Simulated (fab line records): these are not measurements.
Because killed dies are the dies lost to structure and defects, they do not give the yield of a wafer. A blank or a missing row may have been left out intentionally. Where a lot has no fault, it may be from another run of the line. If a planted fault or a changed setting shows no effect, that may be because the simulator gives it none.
2 desks, one fault	flow gf180mcu	each desk holds nothing but its own numbers, with what lay behind them at the end

## THE METROLOGY DESK
Lot by lot, what the gauges showed, no matter which tool ran the lot: averages of those sampled wafers that carry a number. The brackets show how far a lot's mean lies from the usual mean; more than 4 standard deviations puts the lot out of limits, marked OUT.
Columns: A = cdNm at GF_M1_CD_MEAS_14, usual 230.3 nm; B = M1_OVL at GF_M1_OVL_MEAS_15, usual 4 nm
lot	first seen here	A	B
L308	day 17 20:44	230.0	7
L309	day 18 03:26	230.8	2
L311	day 18 20:01	229.2	4
L312	day 19 02:25	232.1	3
L313	day 19 12:51	230.3	3
L314	day 20 03:41	230.1	3
L316	day 20 20:10	231.5	9
L317	day 21 04:45	230.3	3
L321	day 22 12:53	231.0	2
L323	day 23 04:39	230.8	10
L325	day 23 19:46	230.4	3
L329	day 25 03:48	231.9	-13
This desk found nothing out of limits on any of the 12 lots.

## THE TOOL OWNER'S DESK: cmp-01
The tool's own readings at GF_V1_CMP_04 (polishes SiO2): means of the sampled wafers that have a number, for each lot that ran on this tool. The brackets show how far a lot's mean lies from the usual mean; more than 4 standard deviations puts the lot out of limits, marked OUT.
Columns: A = motorCurrentA at GF_V1_CMP_04, usual 12.4 A; B = slurryFilterDpKPa at GF_V1_CMP_04, usual 13.49 kPa; C = timeToEndpointS at GF_V1_CMP_04, usual 80 s
lot	first seen here	A	B	C
L309	day 18 04:30	13.0	13.55	74
L311	day 18 21:11	12.2	13.49	79
L314	day 20 04:45	13.1	13.49	81
L316	day 20 21:14	12.6	13.54	77
L317	day 21 05:47	12.3	13.39	81
L321	day 22 13:56	12.8	13.46	82
L325	day 23 20:52	12.7	13.55	91
This desk found nothing out of limits on any of the 7 lots.

## PUT TOGETHER
Metrology desk: nothing out of limits seen.
The tool owner's desk saw nothing out of limits.

## WHAT HAD BEEN PUT IN BY THE SIMULATOR
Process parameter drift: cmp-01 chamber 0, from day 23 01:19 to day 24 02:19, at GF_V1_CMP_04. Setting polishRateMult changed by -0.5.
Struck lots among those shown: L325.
